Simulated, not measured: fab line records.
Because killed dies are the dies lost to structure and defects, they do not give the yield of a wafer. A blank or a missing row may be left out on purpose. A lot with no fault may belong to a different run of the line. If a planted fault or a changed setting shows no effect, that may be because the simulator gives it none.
Commonality check across tools | flow gf180mcu | 36 wafers sampled across 12 lots

== WHAT PROMPTED THE OPENING ==
At GF_PSD_RS_MEAS_14 the reading NSD_RS is flagged on 2 of 12 lots. No-fault wafers: 46.15 ohm/sq, standard deviation 0.11.
Rule: a lot is flagged in two cases, either no wafer of it has a number, or all its wafers with numbers fall more than 4 standard deviations from that mean. As for the other lots, they are considered sound.

lot  | measured     | on            | NSD_RS (ohm/sq), wafer by wafer | flag
L213 | day 14 13:05 | film_metro-02 | 46.08 46.13 46.21               |
L215 | day 15 17:15 | film_metro-03 | 46.18 46.14 46.15               |
L216 | day 15 19:06 | film_metro-03 | 46.06 46.00 46.13               |
L217 | day 16 00:40 | film_metro-04 | 46.23 46.18 46.32               |
L218 | day 16 04:52 | film_metro-04 | 46.30 46.31 46.27               |
L219 | day 16 20:07 | film_metro-03 | 46.13 46.10 46.14               |
L220 | day 17 06:28 | film_metro-03 | 43.89 43.86 43.84               | FLAGGED
L223 | day 18 00:58 | film_metro-04 | 46.27 46.30 46.29               |
L224 | day 18 05:13 | film_metro-04 | 44.14 44.19 44.14               | FLAGGED
L230 | day 20 19:49 | film_metro-02 | 46.04 46.05 46.11               |
L232 | day 21 09:49 | film_metro-02 | 46.13 46.04 46.06               |
L234 | day 21 20:33 | film_metro-04 | 46.20 46.22 46.16               |
The numbers of the flagged lots are 44.01 ohm/sq on average: -2.14 ohm/sq against the usual, or -19 standard deviations.

== LOT BY LOT: THE TOOL USED ==
Before the reading, the record contains 2 process steps out of a 602-step route. Cell contents, in order: the tool; ch with the chambers the sampled wafers went through; the start.
lot  | flag    | GF_NSD_IMPLANT_10               | GF_NSD_STRIP_11
L213 |         | implanter-01 ch 0, day 13 16:43 | plasma_asher-03 ch 0,1, day 13 16:51
L215 |         | implanter-03 ch 0, day 14 19:52 | plasma_asher-03 ch 0,1, day 14 20:01
L216 |         | implanter-02 ch 0, day 14 21:31 | plasma_asher-04 ch 0,1, day 14 21:40
L217 |         | implanter-03 ch 0, day 15 02:20 | plasma_asher-04 ch 0,1, day 15 02:28
L218 |         | implanter-03 ch 0, day 15 07:22 | plasma_asher-04 ch 0,1, day 15 07:31
L219 |         | implanter-01 ch 0, day 15 21:05 | plasma_asher-03 ch 0,1, day 15 21:13
L220 | FLAGGED | implanter-03 ch 0, day 16 07:17 | plasma_asher-02 ch 0,1, day 16 07:23
L223 |         | implanter-01 ch 0, day 17 01:31 | plasma_asher-02 ch 0,1, day 17 01:40
L224 | FLAGGED | implanter-03 ch 0, day 17 05:22 | plasma_asher-02 ch 0,1, day 17 05:31
L230 |         | implanter-03 ch 0, day 19 19:10 | plasma_asher-03 ch 0,1, day 19 19:19
L232 |         | implanter-03 ch 0, day 20 09:02 | plasma_asher-03 ch 0,1, day 20 09:09
L234 |         | implanter-01 ch 0, day 20 19:49 | plasma_asher-03 ch 0,1, day 20 19:58
What these steps do:
- GF_NSD_IMPLANT_10
- GF_NSD_STRIP_11: strips in O2/N2.
- GF_PSD_RS_MEAS_14: measures by four-point-probe.

== FLAGGED AGAINST TOTAL, ONE TOOL AT A TIME (gauges that did the reading follow at the end) ==
step              | tool            | lots run | flagged | share of the flagged lots | sound lots run after its first flagged lot
GF_NSD_IMPLANT_10 | implanter-01    | 4        | 0       | none                      | -
GF_NSD_IMPLANT_10 | implanter-02    | 1        | 0       | none                      | -
GF_NSD_IMPLANT_10 | implanter-03    | 7        | 2       | all                       | 2 (L230,L232)
GF_NSD_STRIP_11   | plasma_asher-02 | 3        | 2       | all                       | 1 (L223)
GF_NSD_STRIP_11   | plasma_asher-03 | 6        | 0       | none                      | -
GF_NSD_STRIP_11   | plasma_asher-04 | 3        | 0       | none                      | -
GF_PSD_RS_MEAS_14 | film_metro-02   | 3        | 0       | none                      | -
GF_PSD_RS_MEAS_14 | film_metro-03   | 4        | 1       | some                      | 0
GF_PSD_RS_MEAS_14 | film_metro-04   | 5        | 1       | some                      | 1 (L234)

== WHAT THE TABLE PERMITS ==
implanter-03 at GF_NSD_IMPLANT_10 and plasma_asher-02 at GF_NSD_STRIP_11 are the 2 rows of the table that ran each flagged lot.
- implanter-03 at GF_NSD_IMPLANT_10 ran 7 lots, 2 of them flagged. Lots that were sound ran on it after the first flagged one (L230, L232); a persistent fault on the entire tool would not allow that. Its own readings lie more than 4 standard deviations out on every wafer of the flagged lots: dose_ions_cm2, faraday_current_uA.
- plasma_asher-02 at GF_NSD_STRIP_11 ran 3 lots, 2 of them flagged. Lots that were sound ran on it after the first flagged one (L223); a persistent fault on the entire tool would not allow that.
There is no row in the table that ran each flagged lot and no sound lot after the first.

== WHAT THE SIMULATOR HAD INSERTED ==
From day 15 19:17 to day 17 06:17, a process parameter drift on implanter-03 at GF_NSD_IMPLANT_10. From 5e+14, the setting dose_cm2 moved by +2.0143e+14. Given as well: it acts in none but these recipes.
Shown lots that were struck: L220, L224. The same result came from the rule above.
